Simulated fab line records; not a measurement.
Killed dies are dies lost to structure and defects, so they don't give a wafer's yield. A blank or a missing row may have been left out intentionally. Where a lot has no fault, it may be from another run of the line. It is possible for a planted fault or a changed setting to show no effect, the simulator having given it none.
Chamber matching    flow sky130    SKY_CONTACT_CMP_27 on cmp-01: 4 sister chambers
The step polishes, stops on SiO2, t overpolish 15 s, target thk 0 nm. 8 wafers are shown with their chamber, then 12 later ones without.

WAFERS, EACH WITH ITS CHAMBER
wafer   chamber  motor_current_A (A)  time_to_endpoint_s (s)
L089.4  0        11.0                 83
L090.5  2        11.9                 81
L091.2  2        12.1                 82
L091.3  3        11.8                 87
L091.4  1        11.3                 79
L092.1  3        12.3                 82
L092.3  0        11.2                 76
L092.4  1        11.6                 82

WAFERS WITHOUT THEIR CHAMBER
wafer   motor_current_A (A)  time_to_endpoint_s (s)
L094.2  11.1                 85
L094.4  12.1                 85
L094.6  11.9                 89
L093.4  11.5                 80
L093.5  11.4                 89
L093.6  11.1                 81
L095.3  12.2                 88
L095.4  11.6                 79
L095.5  11.0                 84
L097.3  11.7                 84
L097.4  11.0                 80
L097.5  11.5                 84

EACH ONE'S CHAMBER
wafer   from the rows above                in truth
L094.2  can't be placed: 0 or 1            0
L094.4  can't be placed: 3 or 2            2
L094.6  can't be placed: 3 or 2 or 1       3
L093.4  can't be placed: 1 or 0 or 2       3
L093.5  can't be placed: 1 or 3 or 0 or 2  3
L093.6  can't be placed: 0 or 1            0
L095.3  can't be placed: 3 or 2            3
L095.4  can't be placed: 1 or 2 or 0 or 3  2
L095.5  can't be placed: 0 or 1            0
L097.3  can't be placed: 2 or 1 or 3 or 0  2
L097.4  can't be placed: 0 or 1            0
L097.5  can't be placed: 1 or 0 or 2 or 3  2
Correct placement for 0 of the 12. Can't be placed from these rows: 12 (the true chamber is among the candidates in 11). 0 placed wrongly.
How it was worked out, from the rows above alone: a wafer's distance from a chamber is the root of the sum, over the readings, of the square of ((its reading less the chamber's mean) divided by the reading's scatter). If the next closest chamber is less than 2 further off than the closest, the wafer can't be placed; otherwise it belongs to the closest. Each chamber's mean is taken over the wafers shown for it. The scatter: the root of (the sum of the squares of (reading less its chamber's mean) over the shown wafers, divided by (wafers less chambers)).
